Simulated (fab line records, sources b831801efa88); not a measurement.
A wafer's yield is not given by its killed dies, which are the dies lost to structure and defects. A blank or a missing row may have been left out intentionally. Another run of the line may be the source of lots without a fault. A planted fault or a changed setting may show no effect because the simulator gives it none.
Problem report in the 8D (eight disciplines) form, filled by code || flow gf180mcu || the parts of the form that need people (team, actions taken, sign-off) are left out

## 1. THE ISSUE
exposureDoseMJCm2 at GF_M1_EXPOSE_11 reads a mean of 27.58 on 6 wafers of 2 lots; wafers without a fault read 28.14 with a standard deviation of 0.033. That is -17 standard deviations from the usual mean.
The step: exposes mask Metal1, target cd 230 nm.
First seen on wafer L231.1, day 24 12:58, on krfScanner-01. At this step, 36 wafers from 12 lots have a number in the record. Rule for "out", or "out of limits": more than 4 standard deviations from the usual mean. All remaining wafers that have a number are taken as sound.

## 2. WHAT IT IS, AND WHAT IT ISN'T
{"question": "which readings at this step", "is": "exposureDoseMJCm2", "is not": "-"}
{"question": "which lots", "is": "L231, L232", "is not": "L214, L215, L216, L217, L219, L220, L221, L222, L223, L224"}
{"question": "which wafers of those lots", "is": "all that have a number", "is not": "-"}
{"question": "read on which tools", "is": "krfScanner-01", "is not": "krfScanner-02"}
{"question": "when", "is": "from day 24 12:58", "is not": "up to then (30 sound wafers)"}

## 3. THE SUSPECTS, EACH WITH WHAT RULES IT OUT
Counting: a tool at any process step up to the reading remains a suspect when it ran all the lots that are out and ran no sound lot after the first of those.
- krfScanner-01 at GF_M1_EXPOSE_11 (exposes mask Metal1, target cd 230 nm): kept. It processed each lot that is out, first L231 at day 24 12:58, and no sound lot thereafter; up to then, the last sound lot it processed was L222 at day 21 13:32. Its own readings are out on those wafers: exposureDoseMJCm2.
After counting, what remains is krfScanner-01 at GF_M1_EXPOSE_11.

## 4. THE CAUSE (what the simulator had put in)
Process parameter drift: krfScanner-01, from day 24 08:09 on, at GF_M1_EXPOSE_11. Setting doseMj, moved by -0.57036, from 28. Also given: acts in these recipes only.
Counting left only this tool.

## 5. THE CHAIN OF EFFECTS, in route order
Each row: a reading where the mean over the struck wafers with a number is more than 3 standard deviations away from the usual. Scope: only readings with a usual standard deviation given in the record; hours: median across lots of the time from each lot's start at the first step in this table that gives one to its start at this step; sigmas: change in usual standard deviations.
{"hours": 0, "step": "GF_M1_EXPOSE_11", "reading": "exposureDoseMJCm2", "usual": 28.14, "on struck wafers": 27.58, "change": -0.56, "sigmas": -17}
The process steps in it:
- GF_M1_EXPOSE_11: exposes mask Metal1, target cd 230 nm.

## 6. WHAT WOULD HAVE CAUGHT IT SOONER
In this record the first reading out of limits was taken at day 24 12:58, 5 hours after the fault began at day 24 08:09.
